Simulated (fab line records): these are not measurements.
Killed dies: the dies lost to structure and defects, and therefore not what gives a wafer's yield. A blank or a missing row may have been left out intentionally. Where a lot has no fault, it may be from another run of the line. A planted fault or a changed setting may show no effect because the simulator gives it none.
Struck lot and sound lot, side by side	flow sky130	26 out of 708 route steps
Sound: the wafers L773.1, L773.2, L773.5. Wafers L766.3, L766.4, L766.6 were the ones struck. The cause comes at the end.
For every step that has rows: the tool of each side, followed by ch and its chambers, followed by its first start. Under that, the readings that differ: sound wafers	struck wafers	difference of the means	sigmas: that difference in standard deviations of wafers without a fault.
alike: readings whose means differ by less than 2 such deviations, and words and numbers that are the same on both sides. not compared: withheld readings, readings that some wafer has no value for, bounds like >300 that may hide the same value, and numbers for which the record gives no deviation and whose values overlap.
A row with sigmas, a row that says differs or no value, or rows on one side alone: a step with any of these is where the two part. Numbers that have no deviation but don't overlap get no sigmas and don't part them. A reading that every wafer of one side lacks parts them only if that side has two wafers or more.

SKY_LDD_N_STRIP_16: strips in O2/N2.
  sound on plasma-asher-03 ch 0,1, day 24 02:23; struck on plasma-asher-04 ch 0,1, day 21 17:36
reading	sound	struck	difference	sigmas
drypump-motor-current-A (A)	6.3 6.2 6.2	5.6 4.9 4.9	-1.1	-2
  alike: chamber-pressure-mTorr, oes-product-au, strip-time-to-endpoint-s
  not compared: rf-hours-counter-h
SKY_LDD_N_TW_MEAS_17:
  sound: film-metro-01 at day 24 02:29; struck: film-metro-03 at day 21 17:41
  alike: LDD_N_TW
then, 7 steps without rows for these wafers: SKY_LDD_P_DEHYDRATE_00 (time 60 s); SKY_LDD_P_HMDS_01 (prime time 60 s); SKY_LDD_P_COAT_02 (resist thk 1140 nm); SKY_LDD_P_SOFTBAKE_03 (time 60 s); SKY_LDD_P_EXPOSE_04 (exposes mask PSDM, target cd 380 nm); SKY_LDD_P_PEB_05; SKY_LDD_P_DEVELOP_06 (develop time 60 s).
SKY_LDD_P_CD_MEAS_07 targets a cd of 380 nm.
  sound: cd-sem-02 at day 25 07:41; struck: cd-sem-02 at day 22 23:28
  alike: cd-nm
SKY_LDD_P_OVL_MEAS_08:
  sound: overlay-02 at day 25 07:48; struck: overlay-02 at day 22 23:34
  alike: LDD_P_OVL
next, for these wafers, 1 step has no rows: SKY_LDD_P_IMPLANT_09.
SKY_LDD_P_STRIP_10: strips in O2/N2.
  sound on plasma-asher-02 ch 0,1, day 25 07:59; struck on plasma-asher-04 ch 0,1, day 22 23:46
  no value came back on the struck wafers for chamber-pressure-mTorr (mTorr), drypump-motor-current-A (A), oes-product-au (a.u.), strip-time-to-endpoint-s (s); on the sound wafers chamber-pressure-mTorr (mTorr) reads 1497.9 1498.3 1499.2
reading	sound	struck	difference	sigmas
model.NOVOLAK_of_LDD_P_COAT_02.thk-nm (nm)	0 0 0	1140 1144 1143	+1142	
  not compared: rf-hours-counter-h
SKY_LDD_P_TW_MEAS_11:
  sound: film-metro-01 at day 25 08:05; struck: film-metro-04 at day 22 23:52
  alike: LDD_P_TW
then, 7 steps without rows for these wafers: SKY_LDD_HVN_DEHYDRATE_00 (time 60 s); SKY_LDD_HVN_HMDS_01 (prime time 60 s); SKY_LDD_HVN_COAT_02 (resist thk 300 nm); SKY_LDD_HVN_SOFTBAKE_03 (time 60 s); SKY_LDD_HVN_EXPOSE_04 (exposes mask HVNTM, target cd 700 nm); SKY_LDD_HVN_PEB_05; SKY_LDD_HVN_DEVELOP_06 (develop time 60 s).
SKY_LDD_HVN_OVL_MEAS_07:
  sound: overlay-02 at day 26 13:08; struck: overlay-01 at day 24 05:21
  alike: LDD_HVN_OVL
next, for these wafers, 1 step has no rows: SKY_LDD_HVN_IMPLANT_08.
SKY_LDD_HVN_STRIP_09: strips in O2/N2.
  sound on plasma-asher-03 ch 0,1, day 26 13:20; struck on plasma-asher-01 ch 0,1, day 24 05:34
reading	sound	struck	difference	sigmas
oes-product-au (a.u.)	0.407 0.413 0.413	0.714 0.711 0.716	+0.303	+64
strip-time-to-endpoint-s (s)	4.129 4.125 4.106	21.756 21.816 21.803	+17.672	+99 or more
  alike: chamber-pressure-mTorr, drypump-motor-current-A
  not compared: rf-hours-counter-h
SKY_LDD_HVN_TW_MEAS_10:
  sound: film-metro-02 at day 26 13:26; struck: film-metro-04 at day 24 05:39
reading	sound	struck	difference	sigmas
LDD_HVN_TW	1401 1422 1414	30 30 30	-1382	-99 or more
then, 1 step without rows for these wafers: SKY_LDD_HVP_DEHYDRATE_00 (time 60 s).

## WHERE THEY PART
At SKY_LDD_N_STRIP_16 first; at SKY_LDD_HVN_TW_MEAS_10 last (within this record only).

WHY: what the simulator had put in
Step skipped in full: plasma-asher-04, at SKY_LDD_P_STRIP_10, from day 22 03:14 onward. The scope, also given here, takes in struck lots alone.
